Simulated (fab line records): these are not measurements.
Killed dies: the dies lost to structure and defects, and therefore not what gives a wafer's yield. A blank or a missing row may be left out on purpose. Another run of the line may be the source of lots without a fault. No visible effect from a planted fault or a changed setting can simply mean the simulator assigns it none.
A struck lot beside a sound one -- flow gf180mcu -- 15 steps out of a route of 602
Sound: the wafers L806.2, L806.4, L806.6. Wafers struck: L813.1, L813.2, L813.6. At the end, the cause is stated.
Each step with rows lists, per side, the tool, then ch with its chambers, then its first start. Under that, the readings that differ: sound wafers -- struck wafers -- difference of the means -- sigmas: that difference in standard deviations of wafers without a fault.
alike: readings with means less than 2 such deviations apart, plus words and numbers identical on both sides. not compared: withheld readings, readings lacking a value on some wafer, bounds such as >300 that could conceal the same value, and numbers that have no deviation in the record and whose values overlap.
Wherever a step has rows on one side only, a row that says differs or no value, or a row with sigmas, the two part there. Numbers that don't overlap but have no deviation are shown without sigmas and don't part them. Lack of a reading on every wafer of one side parts them only where that side has two or more wafers.

first, 6 steps without rows for these wafers: GF_HV_LDD_HMDS_40 (prime time 60 s); GF_HV_LDD_COAT_41 (resist thk 1000 nm); GF_HV_LDD_SOFTBAKE_42 (time 60 s); GF_HV_LDD_EXPOSE_43 (exposes mask Pplus HV AREA, target cd 400 nm); GF_HV_LDD_PEB_44; GF_HV_LDD_DEVELOP_45 (develop time 60 s).
GF_HV_LDD_CD_MEAS_46: target cd 400 nm.
  sound on cd_sem-02 at day 13 08:13; struck on cd_sem-01 at day 15 18:12
  alike: cd_nm
GF_HV_LDD_OVL_MEAS_47:
  sound on overlay-02 at day 13 08:19; struck on overlay-01 at day 15 18:19
  alike: HV_LDD_03_OVL
then, 1 step without rows for these wafers: GF_HV_LDD_IMPLANT_48.
GF_HV_LDD_STRIP_49: strips in O2/N2.
  sound on plasma_asher-01 ch 0,1, day 13 08:30; struck on plasma_asher-03 ch 0,1, day 15 18:30
  alike: drypump_motor_current_A, heater_power_w, oes_product_au, strip_time_to_endpoint_s
  not compared: rf_hours_counter_h
GF_HV_LDD_TW_MEAS_50:
  sound on film_metro-04 at day 13 08:37; struck on film_metro-04 at day 15 18:36
  alike: HV_LDD_4_TW
then, 1 step without rows for these wafers: GF_HV_LDD_CLEAN_51 (cleans in SC1/SC2, time 150 s).
GF_HV_LDD_RTA_52: time 10 s.
  struck on rtp_anneal-02, day 15 18:43; sound on rtp_anneal-01 ch 0, day 13 08:43
  no value came back on the struck wafers for anneal_temp_c_max, chamber_o2_ppm, lamp_power_pct (%), wafer_temp_C_max; on the sound wafers anneal_temp_c_max reads 1004.5 1005.9 1007.1
GF_HV_LDD_RS_MEAS_53: measurement is done with a four-point probe.
  sound on film_metro-01 at day 13 08:48; struck on film_metro-03 at day 15 18:47
reading,sound,struck,difference,sigmas
HV_LDD_RS (ohm/sq),417.7 417.1 416.6,- - -,no value on the struck wafers,
then, 1 step without rows for these wafers: GF_HV_LDD_CVD_54 (deposits SiO2 from TEOS, target thk 10 nm, time 75 s).

== WHERE THEY PART ==
At GF_HV_LDD_RTA_52 first; at GF_HV_LDD_RS_MEAS_53 last (within this record only).

WHY: what the simulator had put in
Skipped step whole: rtp_anneal-02, from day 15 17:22 on, at GF_HV_LDD_RTA_52. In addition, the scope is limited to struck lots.
